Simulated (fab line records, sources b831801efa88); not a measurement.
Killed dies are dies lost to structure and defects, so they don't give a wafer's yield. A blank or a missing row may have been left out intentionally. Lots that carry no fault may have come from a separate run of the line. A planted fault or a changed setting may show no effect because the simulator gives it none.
Which tool was responsible? | flow gf180mcu | Sampling: 13 lots, 39 wafers, 4 of 602 route steps

== WHAT THE GAUGES READ, wafer by wafer ==
GF_M1_RS_MEAS_05: a four-point-probe measurement. Usual: M1_ALCU_RS typically reads 0.0694 ohm/sq, with standard deviation 0.00073.
lot  | measured     | on            | M1_ALCU_RS (ohm/sq)  | flag
L976 | day 16 03:02 | film-metro-02 | 0.0681 0.0690 0.0679 |
L977 | day 16 10:46 | film-metro-01 | 0.0700 0.0693 0.0702 |
L980 | day 17 14:52 | film-metro-01 | 0.0692 0.0699 0.0699 |
L981 | day 18 02:00 | film-metro-02 | 0.0693 0.0690 0.0686 |
L983 | day 18 21:04 | film-metro-02 | 0.0680 0.0689 0.0686 |
L985 | day 19 09:31 | film-metro-02 | 0.0687 0.0692 0.0688 |
L987 | day 20 04:54 | film-metro-01 | 0.0696 0.0704 0.0699 |
L988 | day 20 16:50 | film-metro-01 | 0.0686 0.0695 0.0689 |
L991 | day 21 19:41 | film-metro-01 | 0.0686 0.0691 0.0691 |
L990 | day 21 21:47 | film-metro-04 | 0.0687 0.0691 0.0693 |
L997 | day 23 13:58 | film-metro-01 | 0.0697 0.0703 0.0693 |
L998 | day 23 22:43 | film-metro-04 | 0.0683 0.0690 0.0677 |
L999 | day 24 02:11 | film-metro-01 | 0.0695 0.0691 0.0694 |

GF_V1_THK_MEAS_01. Usual: V1_CVD_00_THK typically reads 599 nm, with standard deviation 5.7.
lot  | measured     | on            | V1_CVD_00_THK (nm) | flag
L976 | day 17 02:23 | film-metro-01 | 599 601 603        |
L977 | day 17 10:09 | film-metro-01 | 601 605 599        |
L980 | day 18 15:01 | film-metro-01 | 594 595 594        |
L981 | day 19 02:57 | film-metro-01 | 594 585 604        |
L983 | day 19 22:31 | film-metro-01 | 599 605 600        |
L985 | day 20 10:41 | film-metro-02 | 612 608 609        |
L987 | day 21 05:11 | film-metro-01 | 597 591 592        |
L988 | day 21 16:33 | film-metro-01 | 601 592 592        |
L991 | day 22 19:37 | film-metro-03 | 608 610 597        |
L990 | day 22 21:32 | film-metro-02 | 600 603 595        |
L997 | day 24 12:31 | film-metro-01 | 607 607 603        |
L998 | day 24 22:02 | film-metro-01 | 603 602 601        |
L999 | day 25 01:02 | film-metro-01 | 597 602 599        |

GF_V1_THK_MEAS_03. Usual: V1_CVD_02_THK typically reads 852 nm, with standard deviation 12.
lot  | measured     | on            | V1_CVD_02_THK (nm) | flag
L976 | day 17 02:31 | film-metro-03 | 840 848 850        |
L977 | day 17 10:17 | film-metro-02 | 854 851 859        |
L980 | day 18 15:09 | film-metro-03 | 860 863 865        |
L981 | day 19 03:04 | film-metro-02 | 831 843 863        |
L983 | day 19 22:40 | film-metro-03 | 824 856 842        |
L985 | day 20 10:49 | film-metro-03 | 829 844 842        |
L987 | day 21 05:19 | film-metro-02 | 847 856 857        |
L988 | day 21 16:40 | film-metro-03 | 840 843 870        |
L991 | day 22 19:45 | film-metro-02 | 859 876 872        |
L990 | day 22 21:40 | film-metro-02 | 853 859 851        |
L997 | day 24 12:41 | film-metro-02 | 854 860 859        |
L998 | day 24 22:10 | film-metro-02 | 846 852 859        |
L999 | day 25 01:10 | film-metro-03 | 838 834 859        |

== WHICH TOOL RAN EACH LOT (tool, then ch and the chambers of the sampled wafers, then the start) ==
lot  | GF_M1_STRIP_17
L976 | plasma-asher-03 ch 0,1, day 17 01:46
L977 | plasma-asher-03 ch 0,1, day 17 09:25
L980 | plasma-asher-04 ch 0,1, day 18 14:25
L981 | plasma-asher-04 ch 0,1, day 19 02:20
L983 | plasma-asher-02 ch 0,1, day 19 21:53
L985 | plasma-asher-04 ch 0,1, day 20 10:04
L987 | plasma-asher-03 ch 0,1, day 21 04:35
L988 | plasma-asher-03 ch 0,1, day 21 15:49
L991 | plasma-asher-02 ch 0,1, day 22 18:58
L990 | plasma-asher-02 ch 0,1, day 22 20:54
L997 | plasma-asher-04 ch 0,1, day 24 11:54
L998 | plasma-asher-04 ch 0,1, day 24 21:25
L999 | plasma-asher-02 ch 0,1, day 25 00:21
- GF_M1_STRIP_17: strips in O2/N2.

== WHAT THE TOOLS THEMSELVES READ (means of the sampled wafers that have a number; where no wafer has one, the mark that the record gives instead) ==
GF_M1_STRIP_17. Usual: drypump-motor-current-A 5.60 A, standard deviation 0.24; heater-power-w 331 W, standard deviation 26; oes-product-au 0.538 a.u., standard deviation 0.0054; strip-time-to-endpoint-s 7.40 s, standard deviation 0.049.
lot  | tool            | drypump-motor-current-A (A) | heater-power-w (W) | oes-product-au (a.u.) | strip-time-to-endpoint-s (s) | flag
L976 | plasma-asher-03 | 5.60                        | 325                | 0.538                 | 7.38                         |
L977 | plasma-asher-03 | 5.60                        | 322                | 0.537                 | 7.42                         |
L980 | plasma-asher-04 | 5.46                        | 362                | 0.538                 | 7.38                         |
L981 | plasma-asher-04 | 5.56                        | 339                | 0.535                 | 7.43                         |
L983 | plasma-asher-02 | 5.78                        | 313                | 0.546                 | 7.47                         |
L985 | plasma-asher-04 | 5.46                        | 358                | 0.543                 | 7.42                         |
L987 | plasma-asher-03 | 5.70                        | 326                | 0.531                 | 7.39                         |
L988 | plasma-asher-03 | 5.61                        | 321                | 0.538                 | 7.58                         | OFF
L991 | plasma-asher-02 | 5.76                        | 311                | 0.541                 | 7.43                         |
L990 | plasma-asher-02 | 5.78                        | 311                | 0.541                 | 7.43                         |
L997 | plasma-asher-04 | 5.56                        | 340                | 0.535                 | 7.34                         |
L998 | plasma-asher-04 | 5.47                        | 359                | 0.539                 | 7.39                         |
L999 | plasma-asher-02 | 5.53                        | 323                | 0.540                 | 7.42                         |

== THE ANSWER, worked out from the rows above alone ==
Rule: take the mean of a lot's wafers that have a number; if it is more than 3 standard deviations from the usual mean, the lot is off. Also off: a lot with no number at a reading for which 4 or more lots have one. All remaining lots with rows at the step are treated as sound. First the gauges in route order, then the tools' own readings, where a lot's mean is used as printed above. At the first step where some lot is off, the reading lying furthest off is the one used; lots without a number count as furthest.
Off: L988 (GF_M1_STRIP_17, strip-time-to-endpoint-s).
If a tool, at that step or one of the process steps before it, ran each lot that is off and ran no sound lot following the first of them, it fits. One fits: plasma-asher-03 at GF_M1_STRIP_17. A fault onset in the window from L987 (day 21 04:35, its last sound lot) to L988 (day 21 15:49, its first lot off) fits.
On the lots that are off, the tool's own readings at GF_M1_STRIP_17 differ by more than 5 times the standard deviation of the sound lots' means, which bears it out; strip-time-to-endpoint-s reads 7.58 s there versus 7.41 s on the sound lots.

== WHAT THE SIMULATOR HAD INSERTED ==
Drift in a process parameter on plasma-asher-03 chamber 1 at GF_M1_STRIP_17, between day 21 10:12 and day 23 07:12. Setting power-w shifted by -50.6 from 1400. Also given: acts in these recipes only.
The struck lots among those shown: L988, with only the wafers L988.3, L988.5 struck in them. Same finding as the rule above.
